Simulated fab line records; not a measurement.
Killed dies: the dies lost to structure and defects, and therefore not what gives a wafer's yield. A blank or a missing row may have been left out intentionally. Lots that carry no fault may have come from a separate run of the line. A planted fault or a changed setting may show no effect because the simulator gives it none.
Chamber matching ; flow sky130 ; rie-diel-04 running SKY_FIELD_ISO_ETCH_15: 4 sister chambers
The step etches the open film in CHF3/O2, stops on Si, target depth 180 nm, time 72 s. 4 wafers are shown with their chamber, then 8 later ones without.

## WAFERS PAIRED WITH THEIR CHAMBERS
wafer;chamber;drypump-motor-current-A (A)
L086.1;3;5.6
L086.2;2;6.4
L086.3;1;4.9
L086.4;0;5.2

## WAFERS WITH NO CHAMBER GIVEN
wafer;drypump-motor-current-A (A)
L086.5;5.2
L086.6;5.0
L088.1;6.4
L088.2;5.6
L088.3;5.0
L088.4;5.2
L088.5;6.3
L088.6;5.0

## CHAMBER TAKEN BY EACH
wafer;from the rows above;in truth
L086.5;0;0
L086.6;can't be placed: 1 or 0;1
L088.1;2;2
L088.2;3;3
L088.3;can't be placed: 1 or 0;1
L088.4;0;0
L088.5;2;2
L088.6;can't be placed: 1 or 0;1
Correct placement for 5 of the 8. Cannot be placed on the basis of these rows: 3; the candidates contain the true chamber in 3. Placed wrongly: 0.
How it was worked out, from the rows above alone: a wafer's distance from a chamber is the root of the sum, over the readings, of the square of ((its reading less the chamber's mean) divided by the reading's scatter). If the next closest chamber is less than 2 further off than the closest, the wafer can't be placed; otherwise it belongs to the closest. The mean given for a chamber averages the wafers shown for that chamber. The scatter: root of mean squared gap, hidden wafer to nearest shown wafer, with one shown wafer a chamber.
